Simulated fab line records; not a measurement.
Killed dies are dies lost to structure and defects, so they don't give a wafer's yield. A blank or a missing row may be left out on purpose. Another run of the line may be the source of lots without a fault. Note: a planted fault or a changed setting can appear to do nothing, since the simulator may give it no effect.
fab line records ; flow gf180mcu ; part 1 of 2: steps 1 to 27 of 37
record: lots: 5; wafers: 15; last_day: 33
route steps=602 shown VT_IMPLANT@133 MVSD@136 NWELL@137 LVPWELL@138 MVPSD@139 DUAL_GATE@141 POLY_GATE@157
lots untouched by any fault: they come from a run of this same line in which no faults occurred
start_h: start of the lot's first displayed wafer, in hours after the record's first day ; wait_h: how many hours have passed since the lot's step before this one ; " the same as in the row above ; L1.1+2: several wafers, shown together as one row ; - no value present, or no start provided ; * or withheld: withheld ; < > ~ a bound
route shown NAME@n: NAME is a module with steps in the file, n the number in the route of the first one ; usual: average and standard deviation across the fault-free wafers ; same: alike in all rows ; chamber/n: place in a boat ; sites: each site's reading ; _std_site: standard deviation across them ; _edge_site: outer sites' mean less inner sites' ; radius_mm: how far each site lies from the wafer's centre ; mask NAME#n: copy n ; behind: the most recent tool/chamber to have shaped the wafer ; hold: reason for holding the lot/hours on hold/outcome of the hold ; device: transistor that didn't switch, given as n, p or np ; end of line: the same wafers' tests at the end of the route ; a step given without rows: its recipe and nothing more ; killed: count of dies lost to structure and defects at first sort (not the wafer's yield) ; map: per-die view of a wafer (x killed, . not killed, _ where there is no die)
set.NAME: the setting the step ran with; set.NAME@STEP: the setting that earlier step ran with ; model.NAME: the simulator's own value behind a step, which no gauge read
lots at some steps of the route; a table a step, a row a wafer
services: a tool's chamber out of use, with start hour (start_h, from the record's first day; less than 0 if before it), hours out, and reason
== steps ==
step: GF_VT_IMPLANT_TW_MEAS_43
usual: VT_IMPLANT_4_TW: 688/5
lot.wafer;tool;chamber;start_h;wait_h;VT_IMPLANT_4_TW
L077.3;film_metro-01;-;171.23;0.1;684
L077.5;film_metro-01;-;171.23;0.1;685
L077.6;film_metro-01;-;171.23;0.1;682
L080.2;film_metro-04;-;192.12;0.1;694
L080.4;film_metro-04;-;192.12;0.1;694
L080.6;film_metro-04;-;192.12;0.1;689
L086.1;film_metro-04;-;250.81;0.1;689
L086.3;film_metro-04;-;250.81;0.1;691
L086.4;film_metro-04;-;250.81;0.1;687
L088.1;film_metro-03;-;269.05;0.1;696
L088.2;film_metro-03;-;269.05;0.1;693
L088.6;film_metro-03;-;269.05;0.1;697
L090.3;film_metro-01;-;275.02;0.1;688
L090.4;film_metro-01;-;275.02;0.1;684
L090.5;film_metro-01;-;275.02;0.1;684
step: GF_VT_IMPLANT_CLEAN_44
recipe: chemistry: SC1/SC2; mix: 1:4:20; temp_c: 70; time_s: 150; dry: n2_spin
usual: temp_c: 70.02/0.13
lot.wafer;tool;chamber;start_h;wait_h;temp_c
L077.3;wet_bench-02;1;171.27;0.0;70.29
L077.5;wet_bench-02;1;171.27;0.0;70.18
L077.6;wet_bench-02;1;171.27;0.0;70.03
L080.2;wet_bench-02;1;192.17;0.0;69.82
L080.4;wet_bench-02;1;192.17;0.0;69.81
L080.6;wet_bench-02;1;192.17;0.0;69.79
L086.1;wet_bench-02;0;250.87;0.1;70.00
L086.3;wet_bench-02;0;250.87;0.1;70.20
L086.4;wet_bench-02;0;250.87;0.1;70.00
L088.1;wet_bench-04;3;269.11;0.1;70.03
L088.2;wet_bench-04;3;269.11;0.1;70.20
L088.6;wet_bench-04;3;269.11;0.1;69.99
L090.3;wet_bench-01;3;275.06;0.0;70.06
L090.4;wet_bench-01;3;275.06;0.0;70.16
L090.5;wet_bench-01;3;275.06;0.0;70.05
step: GF_VT_IMPLANT_RTA_45
recipe: temp_c: 1050; time_s: 30; ambient: N2
usual: lamp_power_pct: 37/6.5; wafer_temp_C_max: 1055.7/1.6
lot.wafer;tool;chamber;start_h;wait_h;lamp_power_pct;wafer_temp_C_max
L077.3;rtp_anneal-02;0;171.35;0.0;43;1056.0
L077.5;rtp_anneal-02;0;171.35;0.0;43;1054.5
L077.6;rtp_anneal-02;0;171.35;0.0;43;1055.4
L080.2;rtp_anneal-01;0;192.25;0.0;30;1056.8
L080.4;rtp_anneal-01;0;192.25;0.0;30;1058.2
L080.6;rtp_anneal-01;0;192.25;0.0;30;1056.3
L086.1;rtp_anneal-01;0;250.97;0.0;30;1056.1
L086.3;rtp_anneal-01;0;250.97;0.0;30;1057.2
L086.4;rtp_anneal-01;0;250.97;0.0;30;1054.3
L088.1;rtp_anneal-02;0;269.16;0.0;43;1054.5
L088.2;rtp_anneal-02;0;269.16;0.0;43;1054.2
L088.6;rtp_anneal-02;0;269.16;0.0;43;1054.2
L090.3;rtp_anneal-02;0;275.15;0.0;43;1054.1
L090.4;rtp_anneal-02;0;275.15;0.0;43;1054.5
L090.5;rtp_anneal-02;0;275.15;0.0;43;1055.2
step: GF_VT_IMPLANT_RS_MEAS_46
recipe: thk_meas_gauge: four-point-probe
usual: MVSD_RS: 454.6/1
lot.wafer;tool;chamber;start_h;wait_h;MVSD_RS[ohm/sq]
L077.3;film_metro-04;-;171.46;0.1;456.9
L077.5;film_metro-04;-;171.46;0.1;454.7
L077.6;film_metro-04;-;171.46;0.1;455.2
L080.2;film_metro-03;-;192.44;0.2;454.9
L080.4;film_metro-03;-;192.44;0.2;455.6
L080.6;film_metro-03;-;192.44;0.2;454.7
L086.1;film_metro-03;-;251.07;0.1;455.1
L086.3;film_metro-03;-;251.07;0.1;455.6
L086.4;film_metro-03;-;251.07;0.1;455.2
L088.1;film_metro-04;-;269.26;0.1;452.4
L088.2;film_metro-04;-;269.26;0.1;454.4
L088.6;film_metro-04;-;269.26;0.1;453.1
L090.3;film_metro-02;-;275.25;0.1;454.4
L090.4;film_metro-02;-;275.25;0.1;453.9
L090.5;film_metro-02;-;275.25;0.1;454.4
step: GF_VT_IMPLANT_RS_MEAS_47
recipe: thk_meas_gauge: four-point-probe
usual: NWELL_RS: 487.8/1.1
lot.wafer;tool;chamber;start_h;wait_h;NWELL_RS[ohm/sq]
L077.3;film_metro-04;-;171.58;0.1;487.1
L077.5;film_metro-04;-;171.58;0.1;487.0
L077.6;film_metro-04;-;171.58;0.1;487.3
L080.2;film_metro-03;-;192.56;0.1;488.7
L080.4;film_metro-03;-;192.56;0.1;488.4
L080.6;film_metro-03;-;192.56;0.1;488.7
L086.1;film_metro-03;-;251.19;0.1;486.1
L086.3;film_metro-03;-;251.19;0.1;486.7
L086.4;film_metro-03;-;251.19;0.1;486.3
L088.1;film_metro-04;-;269.38;0.1;488.5
L088.2;film_metro-04;-;269.38;0.1;489.7
L088.6;film_metro-04;-;269.38;0.1;487.8
L090.3;film_metro-02;-;275.37;0.1;485.8
L090.4;film_metro-02;-;275.37;0.1;486.0
L090.5;film_metro-02;-;275.37;0.1;488.0
step: GF_VT_IMPLANT_RS_MEAS_48
recipe: thk_meas_gauge: four-point-probe
usual: LVPWELL_RS: 1196.5/3
lot.wafer;tool;chamber;start_h;wait_h;LVPWELL_RS[ohm/sq]
L077.3;film_metro-04;-;171.70;0.1;1193.8
L077.5;film_metro-04;-;171.70;0.1;1194.5
L077.6;film_metro-04;-;171.70;0.1;1198.7
L080.2;film_metro-03;-;192.68;0.1;1195.4
L080.4;film_metro-03;-;192.68;0.1;1199.4
L080.6;film_metro-03;-;192.68;0.1;1196.8
L086.1;film_metro-03;-;251.31;0.1;1195.7
L086.3;film_metro-03;-;251.31;0.1;1198.2
L086.4;film_metro-03;-;251.31;0.1;1195.2
L088.1;film_metro-04;-;269.50;0.1;1201.8
L088.2;film_metro-04;-;269.50;0.1;1200.4
L088.6;film_metro-04;-;269.50;0.1;1200.2
L090.3;film_metro-02;-;275.49;0.1;1199.1
L090.4;film_metro-02;-;275.49;0.1;1194.5
L090.5;film_metro-02;-;275.49;0.1;1190.6
step: GF_VT_IMPLANT_RS_MEAS_49
recipe: thk_meas_gauge: four-point-probe
usual: MVPSD_RS: 1168/3.2
lot.wafer;tool;chamber;start_h;wait_h;MVPSD_RS[ohm/sq]
L077.3;film_metro-04;-;171.82;0.1;1169
L077.5;film_metro-04;-;171.82;0.1;1165
L077.6;film_metro-04;-;171.82;0.1;1169
L080.2;film_metro-03;-;192.80;0.1;1168
L080.4;film_metro-03;-;192.80;0.1;1169
L080.6;film_metro-03;-;192.80;0.1;1169
L086.1;film_metro-03;-;251.43;0.1;1161
L086.3;film_metro-03;-;251.43;0.1;1160
L086.4;film_metro-03;-;251.43;0.1;1162
L088.1;film_metro-04;-;269.62;0.1;1168
L088.2;film_metro-04;-;269.62;0.1;1166
L088.6;film_metro-04;-;269.62;0.1;1169
L090.3;film_metro-02;-;275.61;0.1;1165
L090.4;film_metro-02;-;275.61;0.1;1160
L090.5;film_metro-02;-;275.61;0.1;1162
step: GF_VT_IMPLANT_WET_ETCH_50
recipe: chemistry: dHF; target_depth_nm: 20; target: SiO2; temp_c: 25; dilution: 100:1; time_s: 400
usual: temp_c: 25.03/0.11
lot.wafer;tool;chamber;start_h;wait_h;temp_c
L077.3;wet_bench-04;1;171.90;0.1;24.99
L077.5;wet_bench-04;1;171.90;0.1;24.86
L077.6;wet_bench-04;1;171.90;0.1;25.03
L080.2;wet_bench-01;3;192.90;0.1;24.91
L080.4;wet_bench-01;3;192.90;0.1;25.11
L080.6;wet_bench-01;3;192.90;0.1;25.17
L086.1;wet_bench-04;0;251.55;0.1;24.80
L086.3;wet_bench-04;0;251.55;0.1;25.01
L086.4;wet_bench-04;0;251.55;0.1;24.82
L088.1;wet_bench-02;0;269.74;0.1;25.00
L088.2;wet_bench-02;0;269.74;0.1;25.02
L088.6;wet_bench-02;0;269.74;0.1;24.87
L090.3;wet_bench-04;3;275.69;0.1;25.12
L090.4;wet_bench-04;3;275.69;0.1;25.04
L090.5;wet_bench-04;3;275.69;0.1;25.01
step: GF_DUAL_GATE_CLEAN_00
recipe: chemistry: SC1/SC2; mix: 1:4:20; temp_c: 70; time_s: 150
usual: temp_c: 69.98/0.13
lot.wafer;tool;chamber;start_h;wait_h;temp_c
L077.3;wet_bench-01;0;172.03;0.0;70.05
L077.5;wet_bench-01;0;172.03;0.0;69.91
L077.6;wet_bench-01;0;172.03;0.0;70.00
L080.2;wet_bench-04;1;193.02;0.0;69.89
L080.4;wet_bench-04;1;193.02;0.0;69.84
L080.6;wet_bench-04;1;193.02;0.0;69.92
L086.1;wet_bench-01;2;251.67;0.0;70.08
L086.3;wet_bench-01;2;251.67;0.0;70.06
L086.4;wet_bench-01;2;251.67;0.0;70.00
L088.1;wet_bench-01;2;269.86;0.0;69.87
L088.2;wet_bench-01;2;269.86;0.0;69.87
L088.6;wet_bench-01;2;269.86;0.0;69.99
L090.3;wet_bench-02;0;275.93;0.0;69.83
L090.4;wet_bench-02;0;275.93;0.0;70.03
L090.5;wet_bench-02;0;275.93;0.0;69.99
step: GF_DUAL_GATE_CLEAN_01
recipe: chemistry: dHF; time_s: 20; dilution: 100:1; dry: ipa_marangoni
lot.wafer;tool;chamber;start_h;wait_h
L077.3+5+6;wet_bench-04;0;172.08;0.0
L080.2+4+6;wet_bench-01;2;193.07;0.0
L086.1+3+4;wet_bench-02;1;251.72;0.0
L088.1+2+6;wet_bench-04;3;269.91;0.0
L090.3+4+5;wet_bench-04;1;275.98;0.0
step: GF_DUAL_GATE_OXIDATION_02
recipe: temp_c: 900; ambient: O2; stabilise_s: 600; purge_s: 300; target_thk_a: 108.87; ox_time_s: 1602
lot.wafer;tool;chamber;start_h;wait_h
L077.3+5+6;furnace-02;0;173.07;1.0
L080.2+4+6;furnace-02;0;193.89;0.8
L086.1+3+4;furnace-02;0;251.94;0.2
L088.1+2+6;furnace-01;0;269.92;0.0
L090.3+4+5;furnace-01;0;278.28;2.3
step: GF_DUAL_GATE_THK_MEAS_03
recipe: reads: SiO2_of_DUAL_GATE_OXIDATION_02
usual: DUAL_GATE_OXIDATION_00_THK: 10.79/0.19
lot.wafer;tool;chamber;start_h;wait_h;DUAL_GATE_OXIDATION_00_THK[nm]
L077.3;film_metro-02;-;174.53;0.0;11.01
L077.5;film_metro-02;-;174.53;0.0;10.98
L077.6;film_metro-02;-;174.53;0.0;11.07
L080.2;film_metro-01;-;195.35;0.0;10.74
L080.4;film_metro-01;-;195.35;0.0;10.96
L080.6;film_metro-01;-;195.35;0.0;11.15
L086.1;film_metro-03;-;253.39;0.0;10.50
L086.3;film_metro-03;-;253.39;0.0;10.61
L086.4;film_metro-03;-;253.39;0.0;10.72
L088.1;film_metro-02;-;271.37;0.0;10.65
L088.2;film_metro-02;-;271.37;0.0;10.75
L088.6;film_metro-02;-;271.37;0.0;10.87
L090.3;film_metro-01;-;279.74;0.0;10.60
L090.4;film_metro-01;-;279.74;0.0;10.65
L090.5;film_metro-01;-;279.74;0.0;10.73
step: GF_DUAL_GATE_DEHYDRATE_04
recipe: temp_c: 200; time_s: 60
usual: exhaust_pa: 44.9/0.81
lot.wafer;tool;chamber;start_h;wait_h;exhaust_pa
L077.3;litho_track-04;0;182.21;7.7;45.0
L077.5;litho_track-04;0;182.21;7.7;44.8
L077.6;litho_track-04;0;182.21;7.7;44.0
L080.2;litho_track-04;0;203.64;8.3;46.5
L080.4;litho_track-04;0;203.64;8.3;45.7
L080.6;litho_track-04;0;203.64;8.3;45.8
L086.1;litho_track-03;0;262.03;8.6;45.2
L086.3;litho_track-03;0;262.03;8.6;44.0
L086.4;litho_track-03;0;262.03;8.6;45.3
L088.1;litho_track-02;0;280.59;9.2;45.9
L088.2;litho_track-02;0;280.59;9.2;44.2
L088.6;litho_track-02;0;280.59;9.2;45.3
L090.3;litho_track-03;0;288.68;8.9;46.1
L090.4;litho_track-03;0;288.68;8.9;43.1
L090.5;litho_track-03;0;288.68;8.9;42.4
step: GF_DUAL_GATE_HMDS_05
recipe: prime_time_s: 60; prime_temp_c: 120
usual: exhaust_pa: 45.0/0.95
same: prime_time_s: 60
lot.wafer;tool;chamber;start_h;wait_h;exhaust_pa
L077.3;litho_track-04;0;182.36;0.1;45.9
L077.5;litho_track-04;0;182.36;0.1;43.9
L077.6;litho_track-04;0;182.36;0.1;46.3
L080.2;litho_track-04;0;203.79;0.1;45.2
L080.4;litho_track-04;0;203.79;0.1;44.5
L080.6;litho_track-04;0;203.79;0.1;44.9
L086.1;litho_track-03;0;262.18;0.1;45.0
L086.3;litho_track-03;0;262.18;0.1;44.6
L086.4;litho_track-03;0;262.18;0.1;46.0
L088.1;litho_track-02;0;280.74;0.1;45.3
L088.2;litho_track-02;0;280.74;0.1;47.8
L088.6;litho_track-02;0;280.74;0.1;45.7
L090.3;litho_track-03;0;288.83;0.1;43.5
L090.4;litho_track-03;0;288.83;0.1;43.9
L090.5;litho_track-03;0;288.83;0.1;43.0
step: GF_DUAL_GATE_COAT_06
recipe: resist: NOVOLAK; spin_rpm: 3000; resist_thk_nm: 1000
usual: dispense_pressure_kPa: 51/4.1; exhaust_pa: 45.1/0.79
lot.wafer;tool;chamber;start_h;wait_h;dispense_pressure_kPa;exhaust_pa
L077.3;litho_track-04;0;182.51;0.1;57;45.1
L077.5;litho_track-04;0;182.51;0.1;57;44.7
L077.6;litho_track-04;0;182.51;0.1;57;43.9
L080.2;litho_track-04;0;203.94;0.1;57;46.0
L080.4;litho_track-04;0;203.94;0.1;57;46.0
L080.6;litho_track-04;0;203.94;0.1;57;44.8
L086.1;litho_track-03;0;262.33;0.1;48;45.2
L086.3;litho_track-03;0;262.33;0.1;48;44.1
L086.4;litho_track-03;0;262.33;0.1;48;45.4
L088.1;litho_track-02;0;280.89;0.1;48;45.6
L088.2;litho_track-02;0;280.89;0.1;48;45.1
L088.6;litho_track-02;0;280.89;0.1;48;45.0
L090.3;litho_track-03;0;288.98;0.1;48;45.6
L090.4;litho_track-03;0;288.98;0.1;48;44.9
L090.5;litho_track-03;0;288.98;0.1;48;45.6
step: GF_DUAL_GATE_SOFTBAKE_07
recipe: temp_c: 90; time_s: 60; resist: NOVOLAK
usual: exhaust_pa: 44.9/1
lot.wafer;tool;chamber;start_h;wait_h;exhaust_pa
L077.3;litho_track-04;0;182.66;0.1;46.0
L077.5;litho_track-04;0;182.66;0.1;44.9
L077.6;litho_track-04;0;182.66;0.1;46.5
L080.2;litho_track-04;0;204.09;0.1;44.9
L080.4;litho_track-04;0;204.09;0.1;44.0
L080.6;litho_track-04;0;204.09;0.1;44.3
L086.1;litho_track-03;0;262.48;0.1;46.0
L086.3;litho_track-03;0;262.48;0.1;45.7
L086.4;litho_track-03;0;262.48;0.1;47.1
L088.1;litho_track-02;0;281.04;0.1;45.8
L088.2;litho_track-02;0;281.04;0.1;44.9
L088.6;litho_track-02;0;281.04;0.1;45.2
L090.3;litho_track-03;0;289.13;0.1;45.9
L090.4;litho_track-03;0;289.13;0.1;43.8
L090.5;litho_track-03;0;289.13;0.1;43.8
step: GF_DUAL_GATE_EXPOSE_08
recipe: mask_id: Dualgate; target_cd_nm: 700; na: 0.6; source_shape: conventional; sigma_outer: 0.6; dose_mj: 140
lot.wafer;tool;chamber;start_h;wait_h;mask
L077.3+5+6;iline_stepper-01;0;-;-;Dualgate#0
L080.2+4+6;iline_stepper-01;0;-;-;Dualgate#0
L086.1+3+4;iline_stepper-02;0;-;-;Dualgate#0
L088.1+2+6;iline_stepper-01;0;-;-;Dualgate#0
L090.3+4+5;iline_stepper-02;0;-;-;Dualgate#0
step: GF_DUAL_GATE_PEB_09
recipe: temp_c: withheld; time_s: *; resist: NOVOLAK
usual: exhaust_pa: 45.2/0.9
lot.wafer;tool;chamber;start_h;wait_h;exhaust_pa
L077.3;litho_track-03;0;-;-;44.7
L077.5;litho_track-03;0;-;-;44.9
L077.6;litho_track-03;0;-;-;45.1
L080.2;litho_track-02;0;-;-;44.0
L080.4;litho_track-02;0;-;-;44.1
L080.6;litho_track-02;0;-;-;44.3
L086.1;litho_track-03;0;-;-;45.7
L086.3;litho_track-03;0;-;-;45.7
L086.4;litho_track-03;0;-;-;45.8
L088.1;litho_track-02;0;-;-;45.4
L088.2;litho_track-02;0;-;-;45.9
L088.6;litho_track-02;0;-;-;45.4
L090.3;litho_track-02;0;-;-;46.4
L090.4;litho_track-02;0;-;-;45.3
L090.5;litho_track-02;0;-;-;46.0
step: GF_DUAL_GATE_DEVELOP_10
recipe: develop_time_s: 60; dev_temp_c: 23
usual: exhaust_pa: 45.0/0.88
lot.wafer;tool;chamber;start_h;wait_h;exhaust_pa
L077.3;litho_track-03;0;190.43;0.1;44.0
L077.5;litho_track-03;0;190.43;0.1;45.7
L077.6;litho_track-03;0;190.43;0.1;45.3
L080.2;litho_track-02;0;212.41;0.1;45.2
L080.4;litho_track-02;0;212.41;0.1;45.8
L080.6;litho_track-02;0;212.41;0.1;46.0
L086.1;litho_track-03;0;272.23;0.1;44.5
L086.3;litho_track-03;0;272.23;0.1;45.9
L086.4;litho_track-03;0;272.23;0.1;44.6
L088.1;litho_track-02;0;290.58;0.1;45.8
L088.2;litho_track-02;0;290.58;0.1;44.7
L088.6;litho_track-02;0;290.58;0.1;47.1
L090.3;litho_track-02;0;299.03;0.1;44.6
L090.4;litho_track-02;0;299.03;0.1;44.6
L090.5;litho_track-02;0;299.03;0.1;44.3
step: GF_DUAL_GATE_OVL_MEAS_11
usual: DUAL_GATE_OVL: -0.7/1.2
lot.wafer;tool;chamber;start_h;wait_h;DUAL_GATE_OVL[nm]
L077.3;overlay-02;-;190.54;0.1;-1.2
L077.5;overlay-02;-;190.54;0.1;-1.5
L077.6;overlay-02;-;190.54;0.1;0.5
L080.2;overlay-01;-;212.54;0.1;-0.4
L080.4;overlay-01;-;212.54;0.1;-1.9
L080.6;overlay-01;-;212.54;0.1;-2.0
L086.1;overlay-02;-;272.38;0.1;-0.7
L086.3;overlay-02;-;272.38;0.1;0.8
L086.4;overlay-02;-;272.38;0.1;-1.0
L088.1;overlay-02;-;290.73;0.1;-2.6
L088.2;overlay-02;-;290.73;0.1;-2.0
L088.6;overlay-02;-;290.73;0.1;-1.5
L090.3;overlay-01;-;299.15;0.1;1.3
L090.4;overlay-01;-;299.15;0.1;-0.2
L090.5;overlay-01;-;299.15;0.1;0.7
step: GF_DUAL_GATE_WET_ETCH_12
recipe: chemistry: dHF; target_depth_nm: 13; dry: n2_spin; target: SiO2; temp_c: 25; dilution: 100:1; time_s: 260
usual: temp_c: 25.03/0.11
lot.wafer;tool;chamber;start_h;wait_h;temp_c
L077.3;wet_bench-02;3;190.56;0.0;25.03
L077.5;wet_bench-02;3;190.56;0.0;24.96
L077.6;wet_bench-02;3;190.56;0.0;25.05
L080.2;wet_bench-04;2;212.57;0.0;25.02
L080.4;wet_bench-04;2;212.57;0.0;24.99
L080.6;wet_bench-04;2;212.57;0.0;25.02
L086.1;wet_bench-02;0;272.41;0.0;25.11
L086.3;wet_bench-02;0;272.41;0.0;25.05
L086.4;wet_bench-02;0;272.41;0.0;24.97
L088.1;wet_bench-02;2;290.77;0.0;24.90
L088.2;wet_bench-02;2;290.77;0.0;24.84
L088.6;wet_bench-02;2;290.77;0.0;25.07
L090.3;wet_bench-01;1;299.17;0.0;25.01
L090.4;wet_bench-01;1;299.17;0.0;24.98
L090.5;wet_bench-01;1;299.17;0.0;25.10
step: GF_DUAL_GATE_STRIP_13
recipe: chemistry: O2/N2; power_w: 1400; pressure_mtorr: 1500; platen_temp_c: 250; o2_flow_sccm: 3000; n2_flow_sccm: 300; overash_fraction: 0.5
usual: drypump_motor_current_A: 5.7/0.46; heater_power_w: 321/25; o2_flow_sccm: 3001/10; oes_product_au: 0.715/0.0049; strip_time_to_endpoint_s: 12.62/0.034
lot.wafer;tool;chamber;start_h;wait_h;drypump_motor_current_A;heater_power_w;o2_flow_sccm;oes_product_au;rf_hours_counter_h;strip_time_to_endpoint_s
L077.3;plasma_asher-04;1;190.68;0.0;5.7;315;2981;0.721;-;12.64
L077.5;plasma_asher-04;1;190.68;0.0;5.7;321;2994;0.711;-;12.60
L077.6;plasma_asher-04;0;190.68;0.0;5.3;336;3003;0.722;-;12.60
L080.2;plasma_asher-01;0;212.66;0.0;5.4;308;3005;0.714;56;12.65
L080.4;plasma_asher-01;0;212.66;0.0;5.5;318;2999;0.713;-;12.64
L080.6;plasma_asher-01;1;212.66;0.0;5.5;374;2985;0.716;-;12.65
L086.1;plasma_asher-01;0;272.49;0.0;5.5;312;3005;0.719;62;12.70
L086.3;plasma_asher-01;0;272.49;0.0;5.5;323;2988;0.712;-;12.65
L086.4;plasma_asher-01;1;272.49;0.0;5.5;379;2992;0.717;-;12.69
L088.1;plasma_asher-03;1;290.93;0.0;5.5;285;2992;0.713;47;12.65
L088.2;plasma_asher-03;0;290.93;0.0;6.6;308;3009;0.721;47;12.66
L088.6;plasma_asher-03;1;290.93;0.0;5.5;289;2984;0.718;-;12.69
L090.3;plasma_asher-03;0;299.28;0.0;6.6;310;3010;0.706;-;12.65
L090.4;plasma_asher-03;1;299.28;0.0;5.5;294;2995;0.719;-;12.64
L090.5;plasma_asher-03;0;299.28;0.0;6.6;303;3004;0.704;-;12.67
step: GF_DUAL_GATE_CLEAN_14
recipe: chemistry: SC1/SC2; mix: 1:4:20; temp_c: 70; time_s: 150; dry: n2_spin
usual: temp_c: 70.01/0.12
lot.wafer;tool;chamber;start_h;wait_h;temp_c
L077.3;wet_bench-02;0;190.75;0.0;70.18
L077.5;wet_bench-02;0;190.75;0.0;70.09
L077.6;wet_bench-02;0;190.75;0.0;70.03
L080.2;wet_bench-02;3;212.76;0.1;70.04
L080.4;wet_bench-02;3;212.76;0.1;69.88
L080.6;wet_bench-02;3;212.76;0.1;70.01
L086.1;wet_bench-01;0;272.59;0.1;70.02
L086.3;wet_bench-01;0;272.59;0.1;69.94
L086.4;wet_bench-01;0;272.59;0.1;70.08
L088.1;wet_bench-01;3;291.03;0.1;70.03
L088.2;wet_bench-01;3;291.03;0.1;70.03
L088.6;wet_bench-01;3;291.03;0.1;70.05
L090.3;wet_bench-04;1;299.35;0.0;70.11
L090.4;wet_bench-04;1;299.35;0.0;70.00
L090.5;wet_bench-04;1;299.35;0.0;70.08
step: GF_DUAL_GATE_OXIDATION_15
recipe: temp_c: 850; ambient: O2; stabilise_s: 600; purge_s: 300; target_thk_a: 70.98; ox_time_s: 1995
lot.wafer;tool;chamber;start_h;wait_h
L077.3+5+6;furnace-01;0;191.51;0.7
L080.2+4+6;furnace-01;0;216.78;3.9
L086.1+3+4;furnace-01;0;272.76;0.1
L088.1+2+6;furnace-02;0;291.51;0.4
L090.3+4+5;furnace-02;0;299.64;0.2
step: GF_POLY_GATE_CVD_00
recipe: material: poly-Si; target_thk_nm: 200; temp_c: 620; time_s: 1200; pressure_mtorr: 200
lot.wafer;tool;chamber;start_h;wait_h
L077.3+5+6;lpcvd-01;1;193.07;0.0
L080.2+4+6;lpcvd-01;1;218.34;0.0
L086.1+3+4;lpcvd-01;1;274.31;0.0
L088.1+2+6;lpcvd-02;0;293.51;0.4
L090.3+4+5;lpcvd-02;1;301.20;0.0
step: GF_POLY_GATE_THK_MEAS_01
recipe: reads: poly-Si_of_POLY_GATE_CVD_00
usual: POLY_GATE_CVD_00_THK: 200.3/1.6
lot.wafer;tool;chamber;start_h;wait_h;POLY_GATE_CVD_00_THK[nm]
L077.3;film_metro-04;-;194.42;0.0;202.3
L077.5;film_metro-04;-;194.42;0.0;200.2
L077.6;film_metro-04;-;194.42;0.0;199.3
L080.2;film_metro-01;-;219.68;0.0;201.9
L080.4;film_metro-01;-;219.68;0.0;201.0
L080.6;film_metro-01;-;219.68;0.0;201.1
L086.1;film_metro-04;-;275.65;0.0;198.7
L086.3;film_metro-04;-;275.65;0.0;199.2
L086.4;film_metro-04;-;275.65;0.0;199.4
L088.1;film_metro-02;-;294.84;0.0;198.9
L088.2;film_metro-02;-;294.84;0.0;198.9
L088.6;film_metro-02;-;294.84;0.0;197.8
L090.3;film_metro-02;-;302.55;0.0;199.3
L090.4;film_metro-02;-;302.55;0.0;198.6
L090.5;film_metro-02;-;302.55;0.0;199.2
step: GF_POLY_GATE_DEHYDRATE_02
recipe: temp_c: 200; time_s: 60
usual: exhaust_pa: 45.2/0.9
lot.wafer;tool;chamber;start_h;wait_h;exhaust_pa
L077.3;litho_track-01;0;202.22;7.8;44.5
L077.5;litho_track-01;0;202.22;7.8;43.4
L077.6;litho_track-01;0;202.22;7.8;46.0
L080.2;litho_track-02;0;227.61;7.9;44.8
L080.4;litho_track-02;0;227.61;7.9;46.2
L080.6;litho_track-02;0;227.61;7.9;45.4
L086.1;litho_track-03;0;284.78;9.1;46.2
L086.3;litho_track-03;0;284.78;9.1;45.3
L086.4;litho_track-03;0;284.78;9.1;45.9
L088.1;litho_track-03;0;303.83;9.0;44.3
L088.2;litho_track-03;0;303.83;9.0;43.9
L088.6;litho_track-03;0;303.83;9.0;45.2
L090.3;litho_track-02;0;311.88;9.3;45.3
L090.4;litho_track-02;0;311.88;9.3;46.0
L090.5;litho_track-02;0;311.88;9.3;45.0
